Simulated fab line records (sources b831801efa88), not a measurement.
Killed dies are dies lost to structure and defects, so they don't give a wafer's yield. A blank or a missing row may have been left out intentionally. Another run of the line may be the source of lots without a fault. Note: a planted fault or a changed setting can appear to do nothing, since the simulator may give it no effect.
Matching of chambers + flow sky130 + SKY_VIA2_CMP_02 on cmp-02: 4 sister chambers
The step polishes SiO2. 18 wafers are shown with their chamber, then 9 later ones without.

== WAFERS, EACH WITH ITS CHAMBER ==
| wafer  | chamber | motor current A (A) | slurry filter dp kPa (kPa) | slurry flow ml min |
|--------|---------|---------------------|----------------------------|--------------------|
| L074.2 | 0       | 13.6                | 13.57                      | 149.9              |
| L074.3 | 3       | 13.3                | 13.52                      | 149.4              |
| L074.6 | 2       | 12.3                | 13.79                      | 150.1              |
| L076.1 | 3       | 13.0                | 13.85                      | 150.2              |
| L076.2 | 0       | 13.6                | 13.60                      | 150.1              |
| L076.5 | 3       | 13.8                | 13.38                      | 150.4              |
| L077.4 | 2       | 12.3                | 13.56                      | 150.5              |
| L077.5 | 1       | 11.0                | 13.48                      | 149.1              |
| L077.6 | 0       | 13.4                | 13.53                      | 149.8              |
| L079.4 | 3       | 13.2                | 13.46                      | 150.1              |
| L079.5 | 3       | 13.2                | 13.48                      | 150.0              |
| L079.6 | 0       | 13.7                | 13.50                      | 150.8              |
| L082.3 | 2       | 12.0                | 13.55                      | 149.6              |
| L082.5 | 2       | 12.3                | 13.51                      | 149.7              |
| L082.6 | 1       | 11.0                | 13.37                      | 150.2              |
| L085.1 | 0       | 13.2                | 13.45                      | 150.2              |
| L085.2 | 2       | 12.5                | 13.37                      | 149.8              |
| L085.4 | 3       | 13.5                | 13.57                      | 150.0              |

SIGNATURES (means of the wafers above)
| reading              | chamber 0 | chamber 1 | chamber 2 | chamber 3 | scatter within a chamber |
|----------------------|-----------|-----------|-----------|-----------|--------------------------|
| motor current A      | 13.500    | 11.000    | 12.280    | 13.333    | 0.221                    |
| slurry filter dp kPa | 13.5300   | 13.4250   | 13.5560   | 13.5433   | 0.132                    |
| slurry flow ml min   | 150.160   | 149.650   | 149.940   | 150.017   | 0.407                    |
Rule: for a wafer and a chamber, the distance is found by dividing, reading by reading, the gap between the wafer's reading and the chamber's mean by the reading's scatter, squaring, summing and taking the root. If the next closest chamber is less than 2 further off than the closest, the wafer can't be placed; otherwise it belongs to the closest. The scatter: take each reading less its chamber's mean, square it, sum over the shown wafers, divide by the number of wafers less the number of chambers, and take the root.

== WAFERS WITH NO CHAMBER GIVEN ==
| wafer  | motor current A (A) | slurry filter dp kPa (kPa) | slurry flow ml min |
|--------|---------------------|----------------------------|--------------------|
| L087.2 | 13.1                | 13.51                      | 150.1              |
| L087.4 | 11.5                | 13.69                      | 148.8              |
| L087.6 | 13.2                | 13.52                      | 149.7              |
| L088.2 | 11.7                | 13.57                      | 149.9              |
| L088.3 | 13.8                | 13.38                      | 150.4              |
| L088.6 | 12.6                | 13.84                      | 149.8              |
| L095.1 | 13.7                | 13.64                      | 149.4              |
| L095.5 | 11.4                | 13.53                      | 149.4              |
| L095.6 | 13.9                | 13.90                      | 150.4              |

== CHAMBER TAKEN BY EACH ==
| wafer  | from the rows above     | in truth |
|--------|-------------------------|----------|
| L087.2 | can't be placed: 3 or 0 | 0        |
| L087.4 | can't be placed: 1 or 2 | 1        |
| L087.6 | can't be placed: 3 or 0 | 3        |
| L088.2 | can't be placed: 2 or 1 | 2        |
| L088.3 | can't be placed: 0 or 3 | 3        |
| L088.6 | can't be placed: 2 or 3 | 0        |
| L095.1 | can't be placed: 0 or 3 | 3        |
| L095.5 | 1                       | 1        |
| L095.6 | can't be placed: 0 or 3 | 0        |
Placed correctly: 1 of 9. Unplaceable from these rows: 8, with the true chamber sitting among the candidates in 7. Wrongly placed: 0.
